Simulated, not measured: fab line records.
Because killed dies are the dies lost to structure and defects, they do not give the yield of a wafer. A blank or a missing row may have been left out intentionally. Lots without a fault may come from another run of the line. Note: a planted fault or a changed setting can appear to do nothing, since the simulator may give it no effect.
fab line records	flow sfqLine	part 1 of 2: steps 1 to 28 of 40
record: lots: 5	wafers: 15	lastDay: 85
route steps=325 shown JJ@193 M5@198 A5B@209 R5@212 I5@228
lots that met no fault: from a run of the same line without faults
startH: start of the lot's first displayed wafer, in hours after the record's first day	waitH: time in hours since the lot's previous step	" repeats the value in the row above	L1.1+2: one row covering several wafers at once	- no value, or no start given	* or withheld: withheld	< > ~ a bound
route shown NAME@n: names a module that has steps shown in the file, with the first one's number in the route	usual: mean/standard deviation of fault-free wafers	same: alike in all rows	chamber/n: place in a boat	sites: the reading at each site	_std_site: standard deviation of those values	_edge_site: mean of outer sites minus mean of inner sites	radiusMm: how far each site lies from the wafer's centre	mask NAME#n: copy n	behind: the last tool/chamber to shape the wafer	hold: the reason the lot was held/the length of the hold in hours/how it ended	device: the n, p or np transistor that did not switch	end of line: the same wafers' tests at the end of the route	for a step that has no rows: nothing shown but its recipe	killed: count of dies lost to structure and defects at first sort (not the wafer's yield)	map: shows each die of a wafer: x if killed, . if not, _ if none is there
set.NAME: the setting the step ran with; set.NAME@STEP: the setting that earlier step ran with	model.NAME: the simulator's own value behind a step, which no gauge read
lots seen at some steps along the route; tables by step, rows by wafer
services: from which hour (startH, from the record's first day; less than 0 if before it) a tool's chamber was out of use, for how many hours, and why
== steps ==
step: SFQ_TRILAYER_JJ_CE_BARC_OPEN_RIE_150
recipe: maskMaterial: PR	chemistry: O2	targetDepthNm: 240	target: BARC	icpW: 600	biasW: 80	pressureMtorr: 10	timeS: 80
usual: drypumpMotorCurrentA: 5.9/0.37	oesProductAu: 0.538/0.0045
lot.wafer	tool	chamber	startH	waitH	drypumpMotorCurrentA	oesProductAu	rfHoursCounterH
L080.1	rieMetal-04	1	1228.88	1.0	5.4	0.535	113
L080.5	"	0	"	"	5.9	0.542	-
L080.6	"	1	"	"	5.3	0.544	-
L081.4	rieMetal-03	1	1231.31	0.4	6.1	0.536	-
L081.5	"	1	"	"	6.1	0.540	-
L081.6	"	0	"	"	5.6	0.529	-
L091.1	rieMetal-03	1	1394.04	1.0	6.1	0.529	7
L091.3	"	1	"	"	6.0	0.545	-
L091.5	"	0	"	"	5.6	0.536	-
L092.3	rieMetal-03	1	1395.27	0.6	6.1	0.535	-
L092.4	"	0	"	"	5.6	0.542	-
L092.6	"	1	"	"	6.1	0.539	-
L094.1	rieMetal-04	0	1439.79	1.0	5.9	0.543	24
L094.4	"	0	"	"	5.8	0.541	-
L094.5	"	0	"	"	5.9	0.535	-
step: SFQ_TRILAYER_JJ_CE_ETCH_RIE_118
recipe: target: Nb	stopOn: Al2O3	maskMaterial: PR	taperDeg: 13.257	overEtchFrac: 0.15	timeS: 97.7	chemistry: SF6	targetDepthNm: 170	icpW: 600	biasW: 80	pressureMtorr: 10
usual: drypumpMotorCurrentA: 5.9/0.37	oesProductAu: 0.988/0.0069
lot.wafer	tool	chamber	startH	waitH	drypumpMotorCurrentA	oesProductAu	rfHoursCounterH
L080.1	rieMetal-04	1	1228.97	0.1	5.3	0.984	113
L080.5	"	0	"	"	5.9	0.977	-
L080.6	"	1	"	"	5.3	0.985	-
L081.4	rieMetal-03	1	1231.41	0.1	6.1	0.998	-
L081.5	"	1	"	"	6.1	0.993	-
L081.6	"	0	"	"	5.6	0.991	-
L091.1	rieMetal-03	1	1394.13	0.1	6.1	0.985	8
L091.3	"	1	"	"	6.0	0.982	-
L091.5	"	0	"	"	5.6	0.988	-
L092.3	rieMetal-03	1	1395.37	0.1	6.1	0.990	-
L092.4	"	0	"	"	5.6	0.987	-
L092.6	"	1	"	"	6.1	0.987	-
L094.1	rieMetal-04	0	1439.88	0.1	5.9	0.996	24
L094.4	"	0	"	"	5.9	0.991	-
L094.5	"	0	"	"	5.9	0.994	-
step: SFQ_TRILAYER_JJ_ANODIZE_ANODIZE_119
recipe: currentDensityMaCm2: withheld	endCurrentDensityMaCm2: withheld	bathTempC: withheld
lot.wafer	tool	chamber	startH	waitH
L080.1+5+6	wetBench-05	4,7,0	1229.08	0.1
L081.4+5+6	wetBench-06	6,1,4	1231.48	0.0
L091.1+3+5	wetBench-06	1,0,7	1394.24	0.1
L092.3+4+6	wetBench-05	4,7,5	1395.44	0.0
L094.1+4+5	wetBench-05	1,0,6	1439.99	0.1
step: SFQ_TRILAYER_JJ_CE_STRIP_STRIP_120
recipe: gas: O2	powerW: 200	platenTempC: 40	overashFraction: 0.65	chemistry: O2	pressureMtorr: 50
usual: drypumpMotorCurrentA: 5.8/0.4	oesProductAu: 1.000/0.0091
lot.wafer	tool	chamber	startH	waitH	drypumpMotorCurrentA	oesProductAu	rfHoursCounterH
L080.1	rieMetal-03	1	1229.58	0.0	6.1	1.018	139
L080.5	"	1	"	"	6.1	1.019	-
L080.6	"	0	"	"	5.6	1.012	-
L081.4	rieMetal-02	0	1232.58	0.6	5.6	0.984	-
L081.5	"	0	"	"	5.6	0.987	-
L081.6	"	0	"	"	5.6	0.993	-
L091.1	rieMetal-04	0	1394.78	0.0	5.9	0.995	18
L091.3	"	0	"	"	5.9	1.004	-
L091.5	"	1	"	"	5.3	0.999	-
L092.3	rieMetal-04	0	1396.18	0.2	5.8	0.996	-
L092.4	"	1	"	"	5.3	1.000	-
L092.6	"	1	"	"	5.3	1.008	-
L094.1	rieMetal-03	1	1440.54	0.0	6.1	0.996	14
L094.4	"	1	"	"	6.1	1.004	-
L094.5	"	1	"	"	6.1	0.996	-
step: SFQ_TRILAYER_JJ_CE_STRIP_SOLV_CLEAN_121
recipe: chemistry: NMP	tempC: 70	timeS: 600
lot.wafer	tool	chamber	startH	waitH
L080.1+5+6	wetBench-04	2,4,6	1230.18	0.4
L081.4+5+6	wetBench-02	0,2,4	1233.18	0.4
L091.1+3+5	wetBench-04	0,1,2	1395.38	0.4
L092.3+4+6	wetBench-03	7,0,1	1396.58	0.2
L094.1+4+5	wetBench-02	1,2,6	1441.14	0.4
step: SFQ_TRILAYER_M5_LITHO_COAT_128
recipe: resist: BARC	spinRpm: 3000	resistThkNm: 62
lot.wafer	tool	chamber	startH	waitH
L080.1+5+6	lithoTrack-03	0	1230.35	0.0
L081.4+5+6	lithoTrack-04	0	1233.50	0.1
L091.1+3+5	lithoTrack-01	0	1395.56	0.0
L092.3+4+6	lithoTrack-03	0	1396.86	0.1
L094.1+4+5	lithoTrack-04	0	1441.31	0.0
step: SFQ_TRILAYER_M5_LITHO_COAT_123
recipe: resist: KrF	spinRpm: 3000	resistThkNm: 600
lot.wafer	tool	chamber	startH	waitH
L080.1+5+6	lithoTrack-03	0	1230.65	0.2
L081.4+5+6	lithoTrack-04	0	1233.80	0.2
L091.1+3+5	lithoTrack-01	0	1395.86	0.2
L092.3+4+6	lithoTrack-03	0	1397.16	0.2
L094.1+4+5	lithoTrack-04	0	1441.61	0.2
step: SFQ_TRILAYER_M5_LITHO_SOFTBAKE_127
recipe: tempC: withheld	timeS: withheld	resist: KrF
lot.wafer	tool	chamber	startH	waitH
L080.1+5+6	lithoTrack-03	0	1230.95	0.2
L081.4+5+6	lithoTrack-04	0	1234.03	0.2
L091.1+3+5	lithoTrack-01	0	1396.16	0.2
L092.3+4+6	lithoTrack-03	0	1397.41	0.2
L094.1+4+5	lithoTrack-04	0	1441.91	0.2
step: SFQ_TRILAYER_M5_LITHO_EXPOSE_124
recipe: maskId: M5	na: 0.6	sourceShape: conventional	sigmaOuter: 0.65	targetCdNm: 700	doseMj: 14.4
same: sigmaOuter: 0.65
lot.wafer	tool	chamber	startH	waitH	mask
L080.1+5+6	krfScanner-02	0	1363.09	-	M5#0
L081.4+5+6	krfScanner-01	0	1365.41	-	M5#0
L091.1+3+5	krfScanner-01	0	1513.50	-	M5#0
L092.3+4+6	krfScanner-01	0	1515.10	-	M5#0
L094.1+4+5	krfScanner-02	0	1552.10	-	M5#0
step: SFQ_TRILAYER_M5_LITHO_PEB_126
recipe: pebTempC: 115	pebTimeS: 60	resist: KrF
lot.wafer	tool	chamber	startH	waitH
L080.1+5+6	lithoTrack-04	0	1364.29	1.0
L081.4+5+6	lithoTrack-01	0	1366.08	0.5
L091.1+3+5	lithoTrack-01	0	1514.70	1.0
L092.3+4+6	lithoTrack-04	0	1515.95	0.7
L094.1+4+5	lithoTrack-01	0	1553.30	1.0
step: SFQ_TRILAYER_M5_LITHO_DEVELOP_125
recipe: timeS: 60	resist: KrF
lot.wafer	tool	chamber	startH	waitH
L080.1+5+6	lithoTrack-04	0	1364.44	0.1
L081.4+5+6	lithoTrack-01	0	1366.23	0.1
L091.1+3+5	lithoTrack-01	0	1514.85	0.1
L092.3+4+6	lithoTrack-04	0	1516.10	0.1
L094.1+4+5	lithoTrack-01	0	1553.45	0.1
step: SFQ_M5_OVL_MEAS_932
usual: M5_OVL: 1/5.2
lot.wafer	tool	chamber	startH	waitH	M5_OVL[nm]
L080.1	overlay-02	-	1364.59	0.1	-3
L080.5	"	-	"	"	-5
L080.6	"	-	"	"	7
L081.4	overlay-01	-	1366.32	0.1	0
L081.5	"	-	"	"	2
L081.6	"	-	"	"	2
L091.1	overlay-01	-	1515.00	0.1	-12
L091.3	"	-	"	"	-11
L091.5	"	-	"	"	-14
L092.3	overlay-02	-	1516.21	0.1	-1
L092.4	"	-	"	"	-1
L092.6	"	-	"	"	-4
L094.1	overlay-01	-	1553.60	0.1	4
L094.4	"	-	"	"	-2
L094.5	"	-	"	"	-2
step: SFQ_TRILAYER_M5_BARC_OPEN_METAL_ETCH_161
recipe: maskMaterial: PR	chemistry: O2	targetDepthNm: 125	target: BARC	icpW: 600	biasW: 80	pressureMtorr: 10	timeS: 41.7
usual: drypumpMotorCurrentA: 5.77/0.25	oesProductAu: 0.685/0.0044
lot.wafer	tool	chamber	startH	waitH	drypumpMotorCurrentA	oesProductAu	rfHoursCounterH
L080.1	rieMetal-03	1	1364.63	0.0	6.14	0.677	4
L080.5	"	0	"	"	5.56	0.685	-
L080.6	"	1	"	"	6.08	0.682	-
L081.4	rieMetal-04	1	1366.36	0.0	5.34	0.679	-
L081.5	"	0	"	"	5.89	0.689	-
L081.6	"	1	"	"	5.36	0.688	-
L091.1	rieMetal-03	0	1515.03	0.0	5.55	0.687	54
L091.3	"	0	"	"	5.57	0.692	-
L091.5	"	1	"	"	6.15	0.686	-
L092.3	rieMetal-04	1	1516.25	0.0	5.38	0.683	-
L092.4	"	0	"	"	5.85	0.684	-
L092.6	"	0	"	"	5.86	0.686	-
L094.1	rieMetal-03	1	1553.63	0.0	6.10	0.692	32
L094.4	"	0	"	"	5.55	0.682	-
L094.5	"	0	"	"	5.58	0.687	-
step: SFQ_TRILAYER_M5_ETCH_METAL_ETCH_126
recipe: target: Nb	stopOn: SiO2	maskMaterial: PR	overEtchFrac: 0.15	timeS: 203.2	chemistry: Cl2/BCl3	targetDepthNm: 265	icpW: 600	biasW: 80	pressureMtorr: 10
usual: drypumpMotorCurrentA: 5.77/0.25	oesProductAu: 0.728/0.0058
lot.wafer	tool	chamber	startH	waitH	drypumpMotorCurrentA	oesProductAu	rfHoursCounterH
L080.1	rieMetal-03	1	1364.69	0.0	6.09	0.735	4
L080.5	"	0	"	"	5.58	0.725	-
L080.6	"	1	"	"	6.11	0.727	-
L081.4	rieMetal-04	1	1366.47	0.1	5.33	0.727	-
L081.5	"	0	"	"	5.87	0.729	-
L081.6	"	1	"	"	5.34	0.724	-
L091.1	rieMetal-03	0	1515.09	0.0	5.59	0.729	54
L091.3	"	0	"	"	5.61	0.717	-
L091.5	"	1	"	"	6.07	0.725	-
L092.3	rieMetal-04	1	1516.36	0.1	5.34	0.730	-
L092.4	"	0	"	"	5.86	0.731	-
L092.6	"	0	"	"	5.86	0.729	-
L094.1	rieMetal-03	1	1553.69	0.0	6.11	0.727	32
L094.4	"	0	"	"	5.59	0.731	-
L094.5	"	0	"	"	5.57	0.731	-
step: SFQ_TRILAYER_M5_STRIP_STRIP_127
recipe: gas: O2	powerW: 200	platenTempC: 40	overashFraction: 0.65	chemistry: O2	pressureMtorr: 50
usual: drypumpMotorCurrentA: 5.77/0.26	oesProductAu: 0.999/0.0091
lot.wafer	tool	chamber	startH	waitH	drypumpMotorCurrentA	oesProductAu	rfHoursCounterH
L080.1	rieMetal-03	1	1364.88	0.1	6.10	1.010	4
L080.5	"	0	"	"	5.58	0.998	-
L080.6	"	1	"	"	6.05	1.002	-
L081.4	rieMetal-04	1	1366.80	0.3	5.36	0.992	-
L081.5	"	0	"	"	5.89	0.998	-
L081.6	"	1	"	"	5.35	1.002	-
L091.1	rieMetal-03	0	1515.29	0.1	5.58	0.997	54
L091.3	"	0	"	"	5.53	0.999	-
L091.5	"	1	"	"	6.11	1.009	-
L092.3	rieMetal-04	1	1516.69	0.3	5.39	1.014	-
L092.4	"	0	"	"	5.89	1.002	-
L092.6	"	0	"	"	5.87	1.003	-
L094.1	rieMetal-03	1	1553.89	0.1	6.13	0.999	32
L094.4	"	0	"	"	5.56	1.001	-
L094.5	"	0	"	"	5.57	0.993	-
step: SFQ_TRILAYER_M5_STRIP_SOLV_CLEAN_128
recipe: chemistry: NMP	tempC: 70	timeS: 600
lot.wafer	tool	chamber	startH	waitH
L080.1+5+6	wetBench-03	4,3,7	1365.48	0.4
L081.4+5+6	wetBench-04	6,4,7	1367.20	0.2
L091.1+3+5	wetBench-03	7,0,1	1515.89	0.4
L092.3+4+6	wetBench-04	2,3,7	1517.09	0.2
L094.1+4+5	wetBench-03	3,2,6	1554.49	0.4
step: SFQ_TRILAYER_A5B_DEP_PECVD_129
recipe: material: SiO2	tempC: 150	timeS: 133.33	pressureTorr: 2.4	rfW: 183.3	precursor: SiH4/N2O	targetThkNm: 600
usual: heaterPowerW: 83/23	throttleValvePct: 25.2/1.2
lot.wafer	tool	chamber	startH	waitH	heaterPowerW	sinceWetCleanH	throttleValvePct
L080.1	pecvd-04	0	1365.66	0.0	83	1157	24.7
L080.5	"	0	"	"	87	-	24.5
L080.6	"	2	"	"	81	-	25.5
L081.4	pecvd-01	1	1367.42	0.0	122	-	23.2
L081.5	"	2	"	"	79	-	26.0
L081.6	"	0	"	"	70	-	23.4
L091.1	pecvd-02	2	1516.06	0.0	41	938	26.3
L091.3	"	0	"	"	96	938	24.4
L091.5	"	2	"	"	44	-	26.6
L092.3	pecvd-04	1	1517.26	0.0	77	1309	26.7
L092.4	"	0	"	"	89	-	24.8
L092.6	"	2	"	"	76	-	25.4
L094.1	pecvd-02	2	1554.66	0.0	34	977	26.3
L094.4	"	0	"	"	92	-	24.6
L094.5	"	2	"	"	37	-	26.8
step: SFQ_TRILAYER_A5B_CMP_CMP_130
recipe: stopOn: Nb	downForcePsi: 3	platenRpm: 60	targetThkNm: 340.7
usual: motorCurrentA: 10.4/1.1	platenRpm: 60.00/0.041	slurryFilterDpKPa: 13.51/0.13
lot.wafer	tool	chamber	startH	waitH	motorCurrentA	platenRpm	slurryFilterDpKPa
L080.1	cmp-01	2	1366.77	1.1	11.5	60.09	13.28
L080.6	"	1	1368.27	2.5	12.0	59.96	13.41
L080.5	"	2	"	"	11.5	60.04	13.52
L081.4	cmp-02	2	1368.46	1.0	10.8	59.97	13.42
L081.5	"	0	1369.46	2.0	9.9	60.02	13.38
L081.6	"	1	"	"	9.7	60.06	13.39
L091.3	cmp-01	3	1532.29	16.2	11.0	60.01	13.78
L091.1	"	1	1533.29	17.2	11.1	59.99	13.44
L091.5	"	3	1534.29	18.1	10.7	59.99	13.59
L092.4	cmp-02	0	1533.07	15.7	10.2	60.08	13.36
L092.3	"	2	1534.07	16.8	10.4	59.99	13.62
L092.6	"	1	1535.57	18.2	10.2	59.97	13.58
L094.4	cmp-01	0	1556.79	2.0	9.0	60.06	13.52
L094.1	"	1	"	"	12.0	59.97	13.42
L094.5	"	3	1558.29	3.5	11.6	60.00	13.42
step: SFQ_TRILAYER_A5B_METRO_MEASURE_131
usual: thkNm: 340/5.2
lot.wafer	tool	chamber	startH	waitH	thkNm
L080.1	filmMetro-02	-	1369.27	2.0	343
L080.5	"	-	"	"	344
L080.6	"	-	"	"	346
L081.4	filmMetro-04	-	1371.06	2.1	348
L081.5	"	-	"	"	337
L081.6	"	-	"	"	346
L091.1	filmMetro-04	-	1534.79	1.0	337
L091.3	"	-	"	"	341
L091.5	"	-	"	"	338
L092.3	filmMetro-01	-	1536.47	1.9	339
L092.4	"	-	"	"	330
L092.6	"	-	"	"	337
L094.1	filmMetro-02	-	1558.79	1.0	342
L094.4	"	-	"	"	340
L094.5	"	-	"	"	344
step: SFQ_TRILAYER_R5_DEP_SPUTTER_132
recipe: material: Ti	basePressurePa: 1.33e-06	targetThkNm: 5	powerW: 2000	timeS: 5	chamberPressurePa: 0.4
usual: throttleValvePct: 29.8/0.75
lot.wafer	tool	chamber	startH	waitH	throttleValvePct
L080.1	pvdSputter-05	-	1370.47	1.0	29.5
L080.5	"	-	"	"	31.7
L080.6	"	-	"	"	30.0
L081.4	pvdSputter-06	-	1371.66	0.4	29.0
L081.5	"	-	"	"	29.6
L081.6	"	-	"	"	29.7
L091.1	pvdSputter-04	-	1535.99	1.0	30.7
L091.3	"	-	"	"	29.3
L091.5	"	-	"	"	28.7
L092.3	pvdSputter-06	-	1537.27	0.6	28.9
L092.4	"	-	"	"	29.6
L092.6	"	-	"	"	29.1
L094.1	pvdSputter-06	-	1559.99	1.0	29.2
L094.4	"	-	"	"	29.5
L094.5	"	-	"	"	29.7
step: SFQ_TRILAYER_R5_DEP_SPUTTER_133
recipe: material: MoNx	basePressurePa: 1.33e-06	targetThkNm: 40	powerW: 1000	timeS: 66.7	chamberPressurePa: 0.4
usual: throttleValvePct: 29.8/0.76
lot.wafer	tool	chamber	startH	waitH	throttleValvePct
L080.1	pvdSputter-05	-	1370.49	0.0	29.7
L080.5	"	-	"	"	31.5
L080.6	"	-	"	"	30.0
L081.4	pvdSputter-06	-	1371.68	0.0	29.0
L081.5	"	-	"	"	29.5
L081.6	"	-	"	"	29.3
L091.1	pvdSputter-04	-	1536.01	0.0	30.9
L091.3	"	-	"	"	29.6
L091.5	"	-	"	"	28.7
L092.3	pvdSputter-06	-	1537.29	0.0	29.2
L092.4	"	-	"	"	29.5
L092.6	"	-	"	"	29.2
L094.1	pvdSputter-06	-	1560.01	0.0	29.0
L094.4	"	-	"	"	29.6
L094.5	"	-	"	"	29.8
step: SFQ_TRILAYER_R5_DEP_SPUTTER_134
recipe: material: Ti	basePressurePa: 1.33e-06	targetThkNm: 5	powerW: 2000	timeS: 5	chamberPressurePa: 0.4
usual: throttleValvePct: 29.8/0.77
lot.wafer	tool	chamber	startH	waitH	throttleValvePct
L080.1	pvdSputter-05	-	1370.54	0.0	29.3
L080.5	"	-	"	"	31.8
L080.6	"	-	"	"	30.2
L081.4	pvdSputter-06	-	1371.74	0.0	29.1
L081.5	"	-	"	"	29.5
L081.6	"	-	"	"	29.5
L091.1	pvdSputter-04	-	1536.06	0.0	30.6
L091.3	"	-	"	"	29.6
L091.5	"	-	"	"	29.2
L092.3	pvdSputter-06	-	1537.35	0.0	29.2
L092.4	"	-	"	"	29.5
L092.6	"	-	"	"	29.4
L094.1	pvdSputter-06	-	1560.06	0.0	29.1
L094.4	"	-	"	"	29.7
L094.5	"	-	"	"	29.5
step: SFQ_R5_RS_MEAS_933
recipe: thkMeasGauge: four-point-probe	reads: Ti_of_TRILAYER_R5_DEP_SPUTTER_134+MoNx_of_TRILAYER_R5_DEP_SPUTTER_133+Ti_of_TRILAYER_R5_DEP_SPUTTER_132
usual: R5_MONX_RS: 7.01/0.067
lot.wafer	tool	chamber	startH	waitH	R5_MONX_RS[ohm/sq]
L080.1	filmMetro-03	-	1370.56	0.0	6.89
L080.5	"	-	"	"	6.99
L080.6	"	-	"	"	7.00
L081.4	filmMetro-02	-	1371.81	0.1	6.97
L081.5	"	-	"	"	6.96
L081.6	"	-	"	"	6.93
L091.1	filmMetro-02	-	1536.08	0.0	6.95
L091.3	"	-	"	"	6.91
L091.5	"	-	"	"	6.88
L092.3	filmMetro-04	-	1537.41	0.0	7.05
L092.4	"	-	"	"	7.07
L092.6	"	-	"	"	7.08
L094.1	filmMetro-03	-	1560.08	0.0	6.99
L094.4	"	-	"	"	6.98
L094.5	"	-	"	"	6.95
step: SFQ_R5_THK_MEAS_934
recipe: thkMeasGauge: xrf	reads: MoNx_of_TRILAYER_R5_DEP_SPUTTER_133
usual: R5_MONX_THK: 40.7/0.41
lot.wafer	tool	chamber	startH	waitH	R5_MONX_THK[nm]
L080.1	filmMetro-03	-	1370.68	0.1	41.4
L080.5	"	-	"	"	40.8
L080.6	"	-	"	"	40.8
L081.4	filmMetro-02	-	1371.90	0.1	40.5
L081.5	"	-	"	"	40.7
L081.6	"	-	"	"	41.0
L091.1	filmMetro-02	-	1536.20	0.1	40.9
L091.3	"	-	"	"	41.0
L091.5	"	-	"	"	41.3
L092.3	filmMetro-04	-	1537.51	0.1	40.7
L092.4	"	-	"	"	40.9
L092.6	"	-	"	"	40.7
L094.1	filmMetro-03	-	1560.20	0.1	40.7
L094.4	"	-	"	"	40.6
L094.5	"	-	"	"	41.0
step: SFQ_TRILAYER_R5_LITHO_COAT_141
recipe: resist: BARC	spinRpm: 3000	resistThkNm: 62
lot.wafer	tool	chamber	startH	waitH
L080.1+5+6	lithoTrack-04	0	1370.74	0.1
L081.4+5+6	lithoTrack-01	0	1372.08	0.2
L091.1+3+5	lithoTrack-01	0	1536.26	0.1
L092.3+4+6	lithoTrack-01	0	1537.65	0.1
L094.1+4+5	lithoTrack-02	0	1560.26	0.1
step: SFQ_TRILAYER_R5_LITHO_COAT_136
recipe: resist: KrF	spinRpm: 3000	resistThkNm: 600
lot.wafer	tool	chamber	startH	waitH
L080.1+5+6	lithoTrack-04	0	1371.04	0.2
L081.4+5+6	lithoTrack-01	0	1372.38	0.2
L091.1+3+5	lithoTrack-01	0	1536.56	0.2
L092.3+4+6	lithoTrack-01	0	1537.95	0.2
L094.1+4+5	lithoTrack-02	0	1560.56	0.2
step: SFQ_TRILAYER_R5_LITHO_SOFTBAKE_140
recipe: tempC: withheld	timeS: withheld	resist: KrF
lot.wafer	tool	chamber	startH	waitH
L080.1+5+6	lithoTrack-04	0	1371.34	0.2
L081.4+5+6	lithoTrack-01	0	1372.61	0.2
L091.1+3+5	lithoTrack-01	0	1536.86	0.2
L092.3+4+6	lithoTrack-01	0	1538.20	0.2
L094.1+4+5	lithoTrack-02	0	1560.86	0.2
step: SFQ_TRILAYER_R5_LITHO_EXPOSE_137
recipe: maskId: R5	na: 0.6	sourceShape: conventional	sigmaOuter: 0.65	targetCdNm: 500	doseMj: 14.4
same: sigmaOuter: 0.65
lot.wafer	tool	chamber	startH	waitH	mask
L080.1+5+6	krfScanner-02	0	1372.24	-	R5#0
L081.4+5+6	krfScanner-02	0	1374.04	-	R5#0
L091.1+3+5	krfScanner-02	0	1644.20	-	R5#0
L092.3+4+6	krfScanner-02	0	1648.20	-	R5#0
L094.1+4+5	krfScanner-02	0	1676.60	-	R5#0
